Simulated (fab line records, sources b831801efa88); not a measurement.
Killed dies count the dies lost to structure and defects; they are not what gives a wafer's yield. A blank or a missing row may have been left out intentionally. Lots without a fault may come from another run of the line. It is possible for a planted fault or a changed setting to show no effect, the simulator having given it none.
Matching of chambers	flow sky130	SKY_LI_CONTACT_HDPCVD_00 on hdpcvd-01 has 3 sister chambers
The step deposits PSG, target thk 930 nm, time 155 s. 3 wafers are shown with their chamber, then 10 later ones without.

== EACH WAFER AND ITS CHAMBER ==
wafer	chamber	run-length-s (s)
L243.4	2	183.8
L246.1	1	182.3
L246.2	0	183.6

== WAFERS WITHOUT THEIR CHAMBER ==
wafer	run-length-s (s)
L246.5	183.0
L251.2	182.4
L251.4	184.1
L251.5	182.9
L254.1	183.0
L254.2	182.2
L254.4	183.3
L255.3	182.3
L255.4	184.3
L255.5	182.8

== WHICH CHAMBER EACH ONE RAN IN ==
wafer	from the rows above	in truth
L246.5	can't be placed: 0 or 1 or 2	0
L251.2	1	1
L251.4	can't be placed: 2 or 0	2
L251.5	can't be placed: 1 or 0 or 2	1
L254.1	can't be placed: 0 or 1 or 2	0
L254.2	1	1
L254.4	can't be placed: 0 or 2 or 1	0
L255.3	1	1
L255.4	can't be placed: 2 or 0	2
L255.5	can't be placed: 1 or 0 or 2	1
Placed correctly: 3 of 10. Can't be placed from these rows: 7 (the true chamber is among the candidates in 7). Number placed wrongly: 0.
How it was worked out, from the rows above alone: a wafer's distance from a chamber is the root of the sum, over the readings, of the square of ((its reading less the chamber's mean) divided by the reading's scatter). The wafer belongs to the nearest chamber; if the next one is less than 2 further off, it can't be placed. Each chamber's mean is taken over the wafers shown for it. The scatter: root of mean squared gap, hidden wafer to nearest shown wafer, with one shown wafer a chamber.
